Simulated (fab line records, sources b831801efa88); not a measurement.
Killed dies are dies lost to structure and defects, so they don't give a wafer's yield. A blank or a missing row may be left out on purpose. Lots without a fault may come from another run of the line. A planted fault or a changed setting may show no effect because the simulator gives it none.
fab line records | flow gf180mcu
record lots=5 wafers=15 last_day=34
route steps=602 shown VT_IMPLANT@123 MVSD@136 NWELL@137 LVPWELL@138 MVPSD@139 DUAL_GATE@141
lots that met no fault: from a run of the same line without faults
start_h: hours from the record's first day to the start of the lot's first wafer shown | wait_h: hours since the lot's step before | " the same as in the row above | L1.1+2: a row that stands for several wafers | - no value, or no start given | * or withheld: withheld | < > ~ a bound
route shown NAME@n: a module of which the file shows steps, and the number in the route of the first | usual: mean/standard deviation of fault-free wafers | same: alike in all rows | chamber/n: place in a boat | sites: the reading at each site | _std_site: their standard deviation | _edge_site: outer sites' mean less inner sites' | radius_mm: how far each site lies from the wafer's centre | mask NAME#n: copy n | behind: the tool/chamber that last shaped the wafer | hold: why the lot was held/for how many hours/how that ended | device: the transistor (n, p or np) that didn't switch | end of line: the same wafers' tests at the end of the route | a step without rows: its recipe alone | killed: dies lost to structure and defects at the first sort, not the wafer's yield | map: a wafer's dies, x killed, . not, _ none there
set.NAME: the setting as run; set.NAME@STEP: as run at that earlier step | model.NAME: the simulator's own value behind a step, which no gauge read
lots at some steps of the route; a table a step, a row a wafer
services: from which hour (start_h, from the record's first day; less than 0 if before it) a tool's chamber was out of use, for how many hours, and why
## steps
# step GF_VT_IMPLANT_DEHYDRATE_33
# recipe temp_c=200 time_s=60
# same time_s=60
# columns lot.wafer tool chamber start_h wait_h
L077.2+3+5 litho_track-02 0 173.94 8.0
L079.1+4+6 litho_track-03 0 177.17 7.7
L086.3+5+6 litho_track-04 0 225.22 8.1
L091.1+4+5 litho_track-02 0 255.07 7.8
L096.3+5+6 litho_track-03 0 290.02 9.3
# step GF_VT_IMPLANT_HMDS_34
# recipe prime_time_s=60 prime_temp_c=120
# same prime_time_s=60
# columns lot.wafer tool chamber start_h wait_h
L077.2+3+5 litho_track-02 0 174.09 0.1
L079.1+4+6 litho_track-03 0 177.32 0.1
L086.3+5+6 litho_track-04 0 225.37 0.1
L091.1+4+5 litho_track-02 0 255.22 0.1
L096.3+5+6 litho_track-03 0 290.17 0.1
# step GF_VT_IMPLANT_COAT_35
# recipe resist=NOVOLAK spin_rpm=3000 resist_thk_nm=1000
# usual spin_speed_rpm=3000.2/2
# columns lot.wafer tool chamber start_h wait_h spin_speed_rpm
L077.2 litho_track-02 0 174.24 0.1 3000.1
L077.3 " 0 " " 2998.8
L077.5 " 0 " " 2998.9
L079.1 litho_track-03 0 177.47 0.1 3002.9
L079.4 " 0 " " 3002.2
L079.6 " 0 " " 3001.1
L086.3 litho_track-04 0 225.52 0.1 2997.6
L086.5 " 0 " " 2997.3
L086.6 " 0 " " 3000.2
L091.1 litho_track-02 0 255.37 0.1 3000.6
L091.4 " 0 " " 2998.4
L091.5 " 0 " " 3003.2
L096.3 litho_track-03 0 290.32 0.1 2998.6
L096.5 " 0 " " 2996.5
L096.6 " 0 " " 2999.5
# step GF_VT_IMPLANT_SOFTBAKE_36
# recipe temp_c=90 time_s=60 resist=NOVOLAK
# same time_s=60
# columns lot.wafer tool chamber start_h wait_h
L077.2+3+5 litho_track-02 0 174.39 0.1
L079.1+4+6 litho_track-03 0 177.62 0.1
L086.3+5+6 litho_track-04 0 225.67 0.1
L091.1+4+5 litho_track-02 0 255.52 0.1
L096.3+5+6 litho_track-03 0 290.47 0.1
# step GF_VT_IMPLANT_EXPOSE_37
# recipe mask_id=Nwell_HV_AREA target_cd_nm=860 na=0.6 source_shape=conventional sigma_outer=0.6 dose_mj=140
# columns lot.wafer tool chamber start_h wait_h mask
L077.2+3+5 iline_stepper-01 0 - - Nwell_HV_AREA#0
L079.1+4+6 iline_stepper-02 0 - - Nwell_HV_AREA#0
L086.3+5+6 iline_stepper-01 0 - - Nwell_HV_AREA#0
L091.1+4+5 iline_stepper-01 0 - - Nwell_HV_AREA#0
L096.3+5+6 iline_stepper-02 0 - - Nwell_HV_AREA#0
# step GF_VT_IMPLANT_PEB_38
# recipe temp_c=withheld time_s=* resist=NOVOLAK
# same time_s=*
# columns lot.wafer tool chamber start_h wait_h
L077.2+3+5 litho_track-02 0 - -
L079.1+4+6 litho_track-04 0 - -
L086.3+5+6 litho_track-03 0 - -
L091.1+4+5 litho_track-02 0 - -
L096.3+5+6 litho_track-04 0 - -
# step GF_VT_IMPLANT_DEVELOP_39
# recipe develop_time_s=60 dev_temp_c=23
# columns lot.wafer tool chamber start_h wait_h
L077.2+3+5 litho_track-02 0 182.34 0.1
L079.1+4+6 litho_track-04 0 185.82 0.1
L086.3+5+6 litho_track-03 0 233.92 0.1
L091.1+4+5 litho_track-02 0 264.77 0.1
L096.3+5+6 litho_track-04 0 300.72 0.1
# step GF_VT_IMPLANT_OVL_MEAS_40
# usual VT_IMPLANT_03_OVL=-0.5/1.3
# columns lot.wafer tool chamber start_h wait_h VT_IMPLANT_03_OVL[nm]
L077.2 overlay-01 - 182.47 0.1 -1.7
L077.3 " - " " -1.2
L077.5 " - " " -0.3
L079.1 overlay-01 - 185.97 0.1 -0.3
L079.4 " - " " -1.6
L079.6 " - " " -0.1
L086.3 overlay-01 - 234.04 0.1 -1.6
L086.5 " - " " -0.6
L086.6 " - " " -3.3
L091.1 overlay-02 - 264.92 0.1 0.5
L091.4 " - " " 1.2
L091.5 " - " " -1.3
L096.3 overlay-01 - 300.83 0.1 -1.2
L096.5 " - " " -1.9
L096.6 " - " " -2.3
# step GF_VT_IMPLANT_IMPLANT_41
# recipe species=As energy_kev=70 dose_cm2=1.013e+12 tilt_deg=7
# columns lot.wafer tool chamber start_h wait_h
L077.2+3+5 implanter-04 0 182.53 0.0
L079.1+4+6 implanter-02 0 186.01 0.0
L086.3+5+6 implanter-02 0 234.11 0.1
L091.1+4+5 implanter-01 0 264.95 0.0
L096.3+5+6 implanter-02 0 300.91 0.1
# step GF_VT_IMPLANT_STRIP_42
# recipe chemistry=O2/N2 power_w=1400 pressure_mtorr=1500 platen_temp_c=250 o2_flow_sccm=3000 n2_flow_sccm=300 overash_fraction=0.5
# usual drypump_motor_current_A=5.7/0.34 heater_power_w=327/36 oes_product_au=0.715/0.0042 strip_time_to_endpoint_s=12.63/0.038
# columns lot.wafer tool chamber start_h wait_h drypump_motor_current_A heater_power_w oes_product_au rf_hours_counter_h strip_time_to_endpoint_s
L077.2 plasma_asher-02 1 182.65 0.1 5.8 340 0.719 55 12.59
L077.3 " 0 " " 5.7 288 0.712 - 12.64
L077.5 " 0 " " 5.7 280 0.728 - 12.69
L079.1 plasma_asher-01 1 186.16 0.1 6.1 292 0.711 55 12.68
L079.4 " 1 " " 6.0 293 0.718 - 12.64
L079.6 " 1 " " 6.0 297 0.717 - 12.67
L086.3 plasma_asher-04 0 234.24 0.1 5.5 400 0.723 - 12.58
L086.5 " 1 " " 4.9 324 0.708 - 12.60
L086.6 " 0 " " 5.5 390 0.716 - 12.54
L091.1 plasma_asher-01 0 265.10 0.1 6.0 344 0.706 64 12.62
L091.4 " 0 " " 6.0 347 0.716 - 12.62
L091.5 " 1 " " 6.0 296 0.720 - 12.61
L096.3 plasma_asher-02 1 301.04 0.1 5.8 341 0.715 - 12.65
L096.5 " 1 " " 5.8 339 0.710 - 12.66
L096.6 " 0 " " 5.7 276 0.722 - 12.66
# step GF_VT_IMPLANT_TW_MEAS_43
# usual VT_IMPLANT_4_TW=690/4.5
# columns lot.wafer tool chamber start_h wait_h VT_IMPLANT_4_TW
L077.2 film_metro-03 - 182.76 0.1 687
L077.3 " - " " 690
L077.5 " - " " 689
L079.1 film_metro-01 - 186.26 0.1 689
L079.4 " - " " 690
L079.6 " - " " 690
L086.3 film_metro-03 - 234.33 0.1 686
L086.5 " - " " 689
L086.6 " - " " 692
L091.1 film_metro-02 - 265.20 0.1 701
L091.4 " - " " 698
L091.5 " - " " 695
L096.3 film_metro-03 - 301.13 0.1 690
L096.5 " - " " 696
L096.6 " - " " 693
# step GF_VT_IMPLANT_CLEAN_44
# recipe chemistry=SC1/SC2 mix=1:4:20 temp_c=70 time_s=150 dry=n2_spin
# same time_s=150
# columns lot.wafer tool chamber start_h wait_h
L077.2+3+5 wet_bench-04 1 182.81 0.0
L079.1+4+6 wet_bench-01 3 186.39 0.1
L086.3+5+6 wet_bench-04 1 234.37 0.0
L091.1+4+5 wet_bench-01 3 265.26 0.1
L096.3+5+6 wet_bench-01 2 301.17 0.0
# step GF_VT_IMPLANT_RTA_45
# recipe temp_c=1050 time_s=30 ambient=N2
# usual lamp_power_pct=37/3.8 wafer_temp_C_max=1059.2/1.6
# same time_s=30
# columns lot.wafer tool chamber start_h wait_h lamp_power_pct wafer_temp_C_max
L077.2 rtp_anneal-02 0 182.88 0.0 34 1058.6
L077.3 " 0 " " 34 1058.8
L077.5 " 0 " " 34 1064.0
L079.1 rtp_anneal-02 0 186.44 0.0 34 1059.7
L079.4 " 0 " " 34 1060.5
L079.6 " 0 " " 34 1059.6
L086.3 rtp_anneal-01 0 234.46 0.0 43 1058.1
L086.5 " 0 " " 43 1058.0
L086.6 " 0 " " 43 1058.1
L091.1 rtp_anneal-02 0 265.32 0.0 34 1060.3
L091.4 " 0 " " 34 1057.8
L091.5 " 0 " " 34 1058.0
L096.3 rtp_anneal-01 0 301.25 0.0 43 1057.4
L096.5 " 0 " " 43 1058.8
L096.6 " 0 " " 43 1059.0
# step GF_VT_IMPLANT_RS_MEAS_46
# recipe thk_meas_gauge=four-point-probe
# usual MVSD_RS=456.6/1.4
# columns lot.wafer tool chamber start_h wait_h MVSD_RS[ohm/sq]
L077.2 film_metro-04 - 182.98 0.1 457.0
L077.3 " - " " 458.0
L077.5 " - " " 457.1
L079.1 film_metro-04 - 186.54 0.1 457.3
L079.4 " - " " 457.4
L079.6 " - " " 457.0
L086.3 film_metro-01 - 234.56 0.1 454.0
L086.5 " - " " 454.6
L086.6 " - " " 455.8
L091.1 film_metro-01 - 265.42 0.1 457.8
L091.4 " - " " 457.5
L091.5 " - " " 458.2
L096.3 film_metro-03 - 301.36 0.1 458.4
L096.5 " - " " 457.1
L096.6 " - " " 459.0
# step GF_VT_IMPLANT_RS_MEAS_47
# recipe thk_meas_gauge=four-point-probe
# usual NWELL_RS=488.1/1.3
# columns lot.wafer tool chamber start_h wait_h NWELL_RS[ohm/sq]
L077.2 film_metro-04 - 183.10 0.1 488.6
L077.3 " - " " 489.4
L077.5 " - " " 490.3
L079.1 film_metro-04 - 186.66 0.1 488.5
L079.4 " - " " 486.5
L079.6 " - " " 489.5
L086.3 film_metro-01 - 234.68 0.1 486.0
L086.5 " - " " 488.4
L086.6 " - " " 485.9
L091.1 film_metro-01 - 265.54 0.1 489.3
L091.4 " - " " 489.0
L091.5 " - " " 487.8
L096.3 film_metro-03 - 301.48 0.1 487.3
L096.5 " - " " 488.2
L096.6 " - " " 487.9
# step GF_VT_IMPLANT_RS_MEAS_48
# recipe thk_meas_gauge=four-point-probe
# usual LVPWELL_RS=1198/3.2
# columns lot.wafer tool chamber start_h wait_h LVPWELL_RS[ohm/sq]
L077.2 film_metro-04 - 183.22 0.1 1202
L077.3 " - " " 1201
L077.5 " - " " 1200
L079.1 film_metro-04 - 186.78 0.1 1193
L079.4 " - " " 1196
L079.6 " - " " 1197
L086.3 film_metro-01 - 234.80 0.1 1198
L086.5 " - " " 1198
L086.6 " - " " 1202
L091.1 film_metro-01 - 265.66 0.1 1197
L091.4 " - " " 1196
L091.5 " - " " 1195
L096.3 film_metro-03 - 301.60 0.1 1198
L096.5 " - " " 1197
L096.6 " - " " 1199
# step GF_VT_IMPLANT_RS_MEAS_49
# recipe thk_meas_gauge=four-point-probe
# usual MVPSD_RS=1170/3.2
# columns lot.wafer tool chamber start_h wait_h MVPSD_RS[ohm/sq]
L077.2 film_metro-04 - 183.34 0.1 1169
L077.3 " - " " 1164
L077.5 " - " " 1169
L079.1 film_metro-04 - 186.90 0.1 1174
L079.4 " - " " 1175
L079.6 " - " " 1175
L086.3 film_metro-01 - 234.92 0.1 1172
L086.5 " - " " 1172
L086.6 " - " " 1169
L091.1 film_metro-01 - 265.78 0.1 1174
L091.4 " - " " 1175
L091.5 " - " " 1175
L096.3 film_metro-03 - 301.72 0.1 1169
L096.5 " - " " 1168
L096.6 " - " " 1166
# step GF_VT_IMPLANT_WET_ETCH_50
# recipe chemistry=dHF target_depth_nm=20 target=SiO2 temp_c=25 dilution=100:1 time_s=400
# same time_s=400
# columns lot.wafer tool chamber start_h wait_h
L077.2+3+5 wet_bench-03 3 183.44 0.1
L079.1+4+6 wet_bench-04 1 187.02 0.1
L086.3+5+6 wet_bench-03 0 235.00 0.1
L091.1+4+5 wet_bench-01 0 265.90 0.1
L096.3+5+6 wet_bench-03 1 301.80 0.1
# step GF_DUAL_GATE_CLEAN_00
# recipe chemistry=SC1/SC2 mix=1:4:20 temp_c=70 time_s=150
# same time_s=150
# columns lot.wafer tool chamber start_h wait_h
L077.2+3+5 wet_bench-04 1 183.56 0.0
L079.1+4+6 wet_bench-03 3 187.14 0.0
L086.3+5+6 wet_bench-01 0 235.12 0.0
L091.1+4+5 wet_bench-03 3 266.04 0.0
L096.3+5+6 wet_bench-04 1 301.92 0.0
# step GF_DUAL_GATE_CLEAN_01
# recipe chemistry=dHF time_s=20 dilution=100:1 dry=ipa_marangoni
# same time_s=20
# columns lot.wafer tool chamber start_h wait_h
L077.2+3+5 wet_bench-03 0 183.61 0.0
L079.1+4+6 wet_bench-01 3 187.19 0.0
L086.3+5+6 wet_bench-04 0 235.17 0.0
L091.1+4+5 wet_bench-01 0 266.09 0.0
L096.3+5+6 wet_bench-01 2 301.97 0.0
# step GF_DUAL_GATE_OXIDATION_02
# recipe temp_c=900 ambient=O2 stabilise_s=600 purge_s=300 target_thk_a=108.87 ox_time_s=1602
# usual spike_tc_top_C=909.7/2 tube_center_temp_C_max=902.3/0.4
# same purge_s=300
# columns lot.wafer tool chamber start_h wait_h spike_tc_top_C tube_center_temp_C_max
L077.2 furnace-02 0 183.63 0.0 913.1 902.2
L077.3 " 0 " " 912.1 902.1
L077.5 " 0 " " 911.4 902.2
L079.1 furnace-01 0 188.25 1.0 908.1 901.8
L079.4 " 0 " " 909.7 902.0
L079.6 " 0 " " 907.2 902.1
L086.3 furnace-01 0 238.82 3.6 909.8 903.4
L086.5 " 0 " " 909.3 902.6
L086.6 " 0 " " 907.8 902.1
L091.1 furnace-02 0 266.11 0.0 912.0 901.9
L091.4 " 0 " " 912.3 902.1
L091.5 " 0 " " 913.6 901.8
L096.3 furnace-01 0 302.39 0.4 908.6 902.0
L096.5 " 0 " " 908.2 902.4
L096.6 " 0 " " 908.8 901.8
# step GF_DUAL_GATE_THK_MEAS_03
# recipe reads=SiO2_of_DUAL_GATE_OXIDATION_02
# usual DUAL_GATE_OXIDATION_00_THK=10.96/0.18
# columns lot.wafer tool chamber start_h wait_h DUAL_GATE_OXIDATION_00_THK[nm]
L077.2 film_metro-02 - 185.08 0.0 10.83
L077.3 " - " " 10.84
L077.5 " - " " 10.84
L079.1 film_metro-02 - 189.69 0.0 10.91
L079.4 " - " " 10.84
L079.6 " - " " 10.99
L086.3 film_metro-02 - 240.32 0.1 11.28
L086.5 " - " " 11.41
L086.6 " - " " 11.34
L091.1 film_metro-04 - 267.56 0.0 10.80
L091.4 " - " " 10.75
L091.5 " - " " 10.68
L096.3 film_metro-04 - 303.86 0.0 10.74
L096.5 " - " " 10.88
L096.6 " - " " 10.77
# step GF_DUAL_GATE_DEHYDRATE_04
# recipe temp_c=200 time_s=60
# same time_s=60
# columns lot.wafer tool chamber start_h wait_h
L077.2+3+5 litho_track-04 0 192.60 7.5
L079.1+4+6 litho_track-03 0 197.47 7.8
L086.3+5+6 litho_track-04 0 248.32 8.0
L091.1+4+5 litho_track-04 0 276.37 8.8
L096.3+5+6 litho_track-03 0 313.82 10.0
# step GF_DUAL_GATE_HMDS_05
# recipe prime_time_s=60 prime_temp_c=120
# same prime_time_s=60
# columns lot.wafer tool chamber start_h wait_h
L077.2+3+5 litho_track-04 0 192.75 0.1
L079.1+4+6 litho_track-03 0 197.62 0.1
L086.3+5+6 litho_track-04 0 248.47 0.1
L091.1+4+5 litho_track-04 0 276.52 0.1
L096.3+5+6 litho_track-03 0 313.97 0.1
# step GF_DUAL_GATE_COAT_06
# recipe resist=NOVOLAK spin_rpm=3000 resist_thk_nm=1000
# usual spin_speed_rpm=3000.1/1.8
# columns lot.wafer tool chamber start_h wait_h spin_speed_rpm
L077.2 litho_track-04 0 192.90 0.1 3001.4
L077.3 " 0 " " 3000.6
L077.5 " 0 " " 2996.8
L079.1 litho_track-03 0 197.77 0.1 3000.3
L079.4 " 0 " " 3000.2
L079.6 " 0 " " 2994.9
L086.3 litho_track-04 0 248.62 0.1 3003.3
L086.5 " 0 " " 2999.5
L086.6 " 0 " " 3000.5
L091.1 litho_track-04 0 276.67 0.1 3000.1
L091.4 " 0 " " 3001.3
L091.5 " 0 " " 2999.8
L096.3 litho_track-03 0 314.12 0.1 3003.4
L096.5 " 0 " " 2999.0
L096.6 " 0 " " 3001.1
# step GF_DUAL_GATE_SOFTBAKE_07
# recipe temp_c=90 time_s=60 resist=NOVOLAK
# same time_s=60
# columns lot.wafer tool chamber start_h wait_h
L077.2+3+5 litho_track-04 0 193.05 0.1
L079.1+4+6 litho_track-03 0 197.92 0.1
L086.3+5+6 litho_track-04 0 248.77 0.1
L091.1+4+5 litho_track-04 0 276.82 0.1
L096.3+5+6 litho_track-03 0 314.27 0.1
# step GF_DUAL_GATE_EXPOSE_08
# recipe mask_id=Dualgate target_cd_nm=700 na=0.6 source_shape=conventional sigma_outer=0.6 dose_mj=140
# columns lot.wafer tool chamber start_h wait_h mask
L077.2+3+5 iline_stepper-02 0 - - Dualgate#0
L079.1+4+6 iline_stepper-01 0 - - Dualgate#0
L086.3+5+6 iline_stepper-01 0 - - Dualgate#0
L091.1+4+5 iline_stepper-02 0 - - Dualgate#0
L096.3+5+6 iline_stepper-02 0 - - Dualgate#0
# step GF_DUAL_GATE_PEB_09
# recipe temp_c=withheld time_s=* resist=NOVOLAK
# same time_s=*
# columns lot.wafer tool chamber start_h wait_h
L077.2+3+5 litho_track-04 0 - -
L079.1+4+6 litho_track-04 0 - -
L086.3+5+6 litho_track-03 0 - -
L091.1+4+5 litho_track-04 0 - -
L096.3+5+6 litho_track-01 0 - -
## services
# columns tool chamber start_h hours kind
plasma_asher-01 - 153.74 2.8 pm
iline_stepper-02 - 159.84 8.9 pm
iline_stepper-02 - 168.73 1.7 pm
furnace-01 - 191.59 9.1 repair
furnace-01 - 200.67 3.7 pm
implanter-02 - 201.56 7.7 pm
implanter-01 - 211.50 1.3 repair
litho_track-01 - 228.18 - consumable_replace:filter
implanter-04 - 232.58 1.9 pm
plasma_asher-02 - 239.30 5.8 repair
iline_stepper-01 - 268.85 1.7 pm
plasma_asher-01 - 294.66 1.0 repair
plasma_asher-01 - 302.50 28.1 pm
plasma_asher-04 - 311.77 3.7 repair
furnace-02 - 314.79 3.2 pm
furnace-02 - 317.94 2.9 pm
plasma_asher-04 - 322.44 4.5 repair
## key
fault none
